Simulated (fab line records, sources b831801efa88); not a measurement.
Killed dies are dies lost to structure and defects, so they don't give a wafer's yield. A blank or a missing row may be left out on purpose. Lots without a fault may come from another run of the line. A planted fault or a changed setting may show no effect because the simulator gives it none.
Problem report in the 8D (eight disciplines) form, filled by code | flow sky130 | the parts of the form that need people (team, actions taken, sign-off) are left out

1. THE PROBLEM
killed_at_contacts at SKY_PAD_OPEN_PROBE_99 reads a mean of 82 on 3 wafers of 2 lots; wafers without a fault read 24 with a standard deviation of 4.9. That is +12 standard deviations from the usual mean.
First seen on wafer L200.2, day 50 15:10, on prober-01. The record holds 6 wafers of 2 lots with a number at this step. Rule for "out", or "out of limits": more than 4 standard deviations from the usual mean. The other wafers with a number count as sound.

2. WHAT IT IS AND WHAT IT IS NOT
question                    | is                              | is not
which readings at this step | killed_at_contacts, killed_dies | killed_at_M4_up, killed_at_front_end, killed_at_other
which lots                  | L199, L200                      | -
which wafers of those lots  | L199.6, L200.2, L200.5          | L199.1, L199.2, L200.3
read on which tools         | prober-01, prober-02            | -
when                        | from day 50 15:10               | up to then (0 sound wafers); but 3 sound wafers of L199, L200 came after

3. SUSPECTS, AND WHAT RULES EACH OUT
Counting: a tool at a process step up to the reading stays a suspect if it ran every lot that is out. Sound lots after the first of them don't rule it out here, since some wafers of a struck lot are sound.
- rie_diel-02 at SKY_CONTACT_ETCH_18 (etches Si3N4 in CHF3/O2, stops on TiN, time 39 s, target depth 75 nm): kept. It ran every lot that is out, first L200 (day 38 03:00).
- rie_diel-04 at SKY_VIA3_ETCH_15 (etches SiO2 in C4F8/O2/Ar, stops on TiN, target depth 507 nm, time 78 s): kept. It ran every lot that is out, first L200 (day 45 11:30).
- Within rie_diel-02 at SKY_CONTACT_ETCH_18: the wafers that are out ran in chamber 0; their sound lot-mates ran in chambers 1, 2.
Left after counting: rie_diel-02 at SKY_CONTACT_ETCH_18, rie_diel-04 at SKY_VIA3_ETCH_15.

4. THE CAUSE (what the simulator had put in)
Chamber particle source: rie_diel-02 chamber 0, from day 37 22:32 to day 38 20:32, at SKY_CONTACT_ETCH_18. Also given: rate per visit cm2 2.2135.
Counting left 2 suspects, and this tool is among them.

5. THE CHAIN OF EFFECTS, in route order
Each row: a reading whose mean over the struck wafers that have a number lies more than 3 standard deviations from the usual. Only readings for which the record gives a usual standard deviation are gone through. hours: the time from each lot's start at the first step in this table that gives one to its start at this step, as a median over the lots. sigmas: the change in usual standard deviations.
hours | step                  | reading            | usual | on struck wafers | change | sigmas
0     | SKY_PAD_OPEN_PROBE_99 | killed_at_contacts | 24    | 82               | +58    | +12
0     | SKY_PAD_OPEN_PROBE_99 | killed_dies        | 86    | 134              | +48    | +5.3
The process steps in it:
- SKY_PAD_OPEN_PROBE_99

6. WHAT WOULD HAVE CAUGHT IT SOONER
In this record the first reading out of limits was taken at day 50 15:10, 305 hours after the fault began at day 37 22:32.
Of the tool readings at SKY_CONTACT_ETCH_18 for which the record gives a usual standard deviation, none was out on any struck wafer, so an alarm limit of 4 standard deviations on them would not have fired.
All the lots that are out (2) had begun SKY_CONTACT_ETCH_18 on rie_diel-02 by day 50 15:10. A hold on the tool at that time would have spared none of them.
